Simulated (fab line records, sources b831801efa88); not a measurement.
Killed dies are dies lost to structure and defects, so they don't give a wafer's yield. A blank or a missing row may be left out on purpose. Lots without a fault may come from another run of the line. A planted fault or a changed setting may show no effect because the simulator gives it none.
Which tool did it? | flow sky130 | 11 lots, 33 wafers sampled, at 6 steps of a route of 708

WHAT THE GAUGES READ, wafer by wafer
SKY_RES_XHIGH_TW_MEAS_09. Usual: RES_XHIGH_TW 1637, standard deviation 11.
lot  | measured     | on            | RES_XHIGH_TW   | flag
L928 | day 26 11:12 | film_metro-01 | 1622 1623 1637 |
L936 | day 29 13:03 | film_metro-02 | 1647 1645 1647 |
L938 | day 30 05:34 | film_metro-01 | 1625 1636 1628 |
L944 | day 32 13:52 | film_metro-02 | 1647 1648 1647 |
L945 | day 33 03:57 | film_metro-03 | 1640 1646 1648 |
L946 | day 33 06:12 | film_metro-02 | 1635 1638 1639 |
L947 | day 33 10:17 | film_metro-01 | 1625 1634 1615 |
L948 | day 33 13:43 | film_metro-03 | 1636 1638 1645 |
L949 | day 33 20:29 | film_metro-01 | 1626 1628 1624 |
L951 | day 34 04:26 | film_metro-01 | 1617 1624 1626 |
L950 | day 34 07:30 | film_metro-03 | 1633 1641 1647 |

SKY_SD_N_CD_MEAS_07: target cd 380 nm. Usual: cd_nm 380.0 nm, standard deviation 2.6.
lot  | measured     | on        | cd_nm (nm)        | flag
L928 | day 27 16:18 | cd_sem-02 | 377.1 378.0 379.4 |
L936 | day 30 16:16 | cd_sem-01 | 380.3 381.7 378.0 |
L938 | day 31 09:34 | cd_sem-01 | 376.5 377.4 377.7 |
L944 | day 33 15:58 | cd_sem-02 | 377.0 377.7 379.7 |
L945 | day 34 05:29 | cd_sem-01 | 384.3 382.8 383.2 |
L946 | day 34 07:32 | cd_sem-02 | 380.1 377.8 381.4 |
L947 | day 34 12:35 | cd_sem-01 | 376.2 373.5 374.7 |
L948 | day 34 16:18 | cd_sem-02 | 378.9 380.7 380.4 |
L949 | day 34 22:52 | cd_sem-02 | 382.2 381.9 380.8 |
L951 | day 35 07:18 | cd_sem-02 | 382.1 381.9 381.8 |
L950 | day 35 09:46 | cd_sem-02 | 380.9 378.4 380.4 |

SKY_LI_CONTACT_RS_MEAS_22: measures by four-point-probe. Usual: LI_CONTACT_W_RS 0.285 ohm/sq, standard deviation 0.0037.
lot  | measured     | on            | LI_CONTACT_W_RS (ohm/sq) | flag
L928 | day 28 23:47 | film_metro-03 | 0.290 0.288 0.291        |
L936 | day 31 22:10 | film_metro-03 | 0.242 0.240 0.244        | OFF
L938 | day 32 15:04 | film_metro-02 | 0.244 0.241 0.240        | OFF
L944 | day 34 21:05 | film_metro-01 | 0.287 0.286 0.286        |
L945 | day 35 10:46 | film_metro-02 | 0.284 0.286 0.293        |
L946 | day 35 12:19 | film_metro-02 | 0.279 0.282 0.278        |
L947 | day 35 17:36 | film_metro-02 | 0.287 0.279 0.285        |
L948 | day 35 21:18 | film_metro-03 | 0.290 0.288 0.288        |
L949 | day 36 03:52 | film_metro-02 | 0.283 0.280 0.281        |
L951 | day 36 12:13 | film_metro-01 | 0.285 0.284 0.284        |
L950 | day 36 14:44 | film_metro-02 | 0.285 0.286 0.285        |

SKY_LI_CONTACT_THK_MEAS_23: measures by xrf. Usual: LI_CONTACT_W_THK 386 nm, standard deviation 5.9.
lot  | measured     | on            | LI_CONTACT_W_THK (nm) | flag
L928 | day 28 23:54 | film_metro-03 | 375 377 376           |
L936 | day 31 22:17 | film_metro-03 | 444 447 440           | OFF
L938 | day 32 15:11 | film_metro-02 | 452 453 456           | OFF
L944 | day 34 21:11 | film_metro-01 | 386 385 386           |
L945 | day 35 10:53 | film_metro-02 | 390 385 378           |
L946 | day 35 12:25 | film_metro-02 | 399 390 396           |
L947 | day 35 17:43 | film_metro-02 | 385 397 387           |
L948 | day 35 21:25 | film_metro-03 | 380 380 384           |
L949 | day 36 03:58 | film_metro-02 | 392 397 393           |
L951 | day 36 12:20 | film_metro-01 | 395 393 395           |
L950 | day 36 14:52 | film_metro-02 | 390 388 388           |

WHICH TOOL RAN EACH LOT (tool, then ch and the chambers of the sampled wafers, then the start)
lot  | SKY_LI_CONTACT_ETCH_15             | SKY_LI_CONTACT_CVD_21
L928 | rie_diel-04 ch 0,1,3, day 28 23:07 | cvd_w-01 ch 1, day 28 23:39
L936 | rie_diel-04 ch 1,2,3, day 31 21:31 | cvd_w-02 ch 0,1, day 31 22:02
L938 | rie_diel-03 ch 0,1,3, day 32 14:25 | cvd_w-02 ch 0,1, day 32 14:56
L944 | rie_diel-01 ch 0,3, day 34 20:24   | cvd_w-01 ch 0,1, day 34 20:58
L945 | rie_diel-01 ch 2,3, day 35 10:05   | cvd_w-02 ch 0,1, day 35 10:37
L946 | rie_diel-04 ch 0,1,2, day 35 11:39 | cvd_w-02 ch 1, day 35 12:10
L947 | rie_diel-03 ch 0,2,3, day 35 16:55 | cvd_w-02 ch 0,1, day 35 17:27
L948 | rie_diel-03 ch 1,3, day 35 20:39   | cvd_w-01 ch 0,1, day 35 21:11
L949 | rie_diel-04 ch 2,3, day 36 03:12   | cvd_w-02 ch 1, day 36 03:43
L951 | rie_diel-04 ch 0,1,3, day 36 11:34 | cvd_w-02 ch 0,1, day 36 12:05
L950 | rie_diel-04 ch 0,1, day 36 14:06   | cvd_w-01 ch 0,1, day 36 14:37
- SKY_LI_CONTACT_ETCH_15: etches PSG in C4F8/O2/Ar, stops on Si, target depth 600 nm.
- SKY_LI_CONTACT_CVD_21: deposits W, target thk 400 nm, time 120.56 s.

WHAT THE TOOLS THEMSELVES READ (means of the sampled wafers that have a number; where no wafer has one, the mark that the record gives instead)
SKY_LI_CONTACT_ETCH_15. Usual: oes_product_au 0.837 a.u., standard deviation 0.0041.
lot  | tool        | oes_product_au (a.u.) | flag
L928 | rie_diel-04 | 0.838                 |
L936 | rie_diel-04 | 0.837                 |
L938 | rie_diel-03 | 0.838                 |
L944 | rie_diel-01 | 0.836                 |
L945 | rie_diel-01 | 0.841                 |
L946 | rie_diel-04 | 0.836                 |
L947 | rie_diel-03 | 0.840                 |
L948 | rie_diel-03 | 0.833                 |
L949 | rie_diel-04 | 0.835                 |
L951 | rie_diel-04 | 0.833                 |
L950 | rie_diel-04 | 0.837                 |

SKY_LI_CONTACT_CVD_21. Usual: chamber_pressure_Torr 40.01 Torr, standard deviation 0.087; heater_power_w 875 W, standard deviation 79.
lot  | tool     | chamber_pressure_Torr (Torr) | heater_power_w (W) | flag
L928 | cvd_w-01 | 40.06                        | 896                |
L936 | cvd_w-02 | 39.95                        | 848                |
L938 | cvd_w-02 | 40.02                        | 905                |
L944 | cvd_w-01 | 40.16                        | 887                |
L945 | cvd_w-02 | 40.03                        | 841                |
L946 | cvd_w-02 | 39.98                        | 980                |
L947 | cvd_w-02 | 40.02                        | 846                |
L948 | cvd_w-01 | 39.96                        | 868                |
L949 | cvd_w-02 | 40.05                        | 975                |
L951 | cvd_w-02 | 40.08                        | 929                |
L950 | cvd_w-01 | 40.10                        | 873                |

THE ANSWER, worked out from the rows above alone
Rule: a lot is off if the mean of its wafers that have a number lies more than 3 standard deviations from the usual mean. A lot without any number at a reading at which 4 lots or more have one is off too. The other lots that the step has rows for count as sound. The gauges are gone through in route order, then the tools' own readings, and for those a lot's mean is taken as printed above. The first step at which some lot is off is used, and at that step the reading that is off furthest; a lot without a number counts as furthest.
Off: L936, L938, at SKY_LI_CONTACT_RS_MEAS_22 (LI_CONTACT_W_RS).
A tool fits if, at a process step before that reading, it ran every lot that is off, and no sound lot after the first of them. The gauges at SKY_LI_CONTACT_RS_MEAS_22 are tried like those tools. None of those tried fits.

WHAT THE SIMULATOR HAD PUT IN
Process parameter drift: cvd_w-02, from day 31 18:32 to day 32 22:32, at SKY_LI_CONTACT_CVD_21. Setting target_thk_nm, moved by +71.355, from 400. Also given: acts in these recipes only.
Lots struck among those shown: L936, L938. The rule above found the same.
